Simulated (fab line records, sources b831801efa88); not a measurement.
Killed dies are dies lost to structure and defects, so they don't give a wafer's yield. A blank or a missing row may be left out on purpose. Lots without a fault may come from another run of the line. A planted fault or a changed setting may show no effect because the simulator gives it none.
Tool commonality check | flow sky130 | 12 lots, 36 wafers sampled

WHY IT WAS OPENED
At SKY_LI_CONTACT_THK_MEAS_01 the reading LI_CONTACT_HDPCVD_THK is flagged on 3 of 12 lots. Wafers without a fault read 928 nm, standard deviation 10.
Rule: a lot is flagged when every wafer of it that has a number lies more than 4 standard deviations from that mean, or none has a number. The other lots count as sound.

lot  | measured     | on            | LI_CONTACT_HDPCVD_THK (nm), wafer by wafer | flag
L419 | day 27 12:29 | film_metro-02 | 955 932 944                                |
L425 | day 30 05:03 | film_metro-02 | 1109 1107 1110                             | FLAGGED
L426 | day 30 09:52 | film_metro-01 | 1104 1103 1098                             | FLAGGED
L427 | day 30 14:22 | film_metro-04 | 1102 1098 1090                             | FLAGGED
L431 | day 32 00:50 | film_metro-02 | 914 923 915                                |
L435 | day 33 00:20 | film_metro-04 | 936 935 921                                |
L436 | day 33 12:29 | film_metro-01 | 922 911 911                                |
L437 | day 33 14:12 | film_metro-02 | 933 929 939                                |
L439 | day 34 05:56 | film_metro-04 | 913 918 932                                |
L438 | day 34 16:26 | film_metro-02 | 924 933 928                                |
L440 | day 35 06:32 | film_metro-02 | 915 927 935                                |
L442 | day 35 11:35 | film_metro-04 | 932 945 941                                |
The numbers of the flagged lots are 1102 nm on average: +174 nm against the usual, or +17 standard deviations.

WHICH TOOL RAN EACH LOT
The record holds 1 process step before the reading, out of a route of 708 steps. In each cell: the tool, then ch and the chambers that the sampled wafers went through, then the start.
lot  | flag    | SKY_LI_CONTACT_HDPCVD_00
L419 |         | hdpcvd-01 ch 0,1,2, day 27 12:23
L425 | FLAGGED | hdpcvd-02 ch 0,1, day 30 04:56
L426 | FLAGGED | hdpcvd-02 ch 0,1, day 30 09:46
L427 | FLAGGED | hdpcvd-02 ch 1,2, day 30 14:16
L431 |         | hdpcvd-01 ch 1,2, day 32 00:44
L435 |         | hdpcvd-02 ch 0,1,2, day 33 00:16
L436 |         | hdpcvd-01 ch 0,2, day 33 12:23
L437 |         | hdpcvd-01 ch 0,2, day 33 14:05
L439 |         | hdpcvd-01 ch 0,1, day 34 05:50
L438 |         | hdpcvd-02 ch 0,1, day 34 16:20
L440 |         | hdpcvd-01 ch 0,1,2, day 35 06:26
L442 |         | hdpcvd-02 ch 1,2, day 35 11:29
What these steps do:
- SKY_LI_CONTACT_HDPCVD_00: deposits PSG, target thk 930 nm, time 155 s.
- SKY_LI_CONTACT_THK_MEAS_01

FLAGGED OVER TOTAL, TOOL BY TOOL (the gauges that took the reading come last)
step                       | tool          | lots run | flagged | share of the flagged lots | sound lots run after its first flagged lot
SKY_LI_CONTACT_HDPCVD_00   | hdpcvd-01     | 6        | 0       | none                      | -
SKY_LI_CONTACT_HDPCVD_00   | hdpcvd-02     | 6        | 3       | all                       | 3 (L435,L438,L442)
SKY_LI_CONTACT_THK_MEAS_01 | film_metro-01 | 2        | 1       | some                      | 1 (L436)
SKY_LI_CONTACT_THK_MEAS_01 | film_metro-02 | 6        | 1       | some                      | 4 (L431,L437,L438,L440)
SKY_LI_CONTACT_THK_MEAS_01 | film_metro-04 | 4        | 1       | some                      | 3 (L435,L439,L442)

WHAT THE TABLE ALLOWS
1 row of the table ran every flagged lot: hdpcvd-02 at SKY_LI_CONTACT_HDPCVD_00.
- hdpcvd-02 at SKY_LI_CONTACT_HDPCVD_00: 3 of its 6 lots flagged. Sound lots ran on it after the first flagged one (L435, L438, L442), which a lasting fault on the whole tool wouldn't allow. Its own readings lie more than 4 standard deviations out on every wafer of the flagged lots: run_length_s.
No row of the table ran every flagged lot and no sound lot after the first.

WHAT THE SIMULATOR HAD PUT IN
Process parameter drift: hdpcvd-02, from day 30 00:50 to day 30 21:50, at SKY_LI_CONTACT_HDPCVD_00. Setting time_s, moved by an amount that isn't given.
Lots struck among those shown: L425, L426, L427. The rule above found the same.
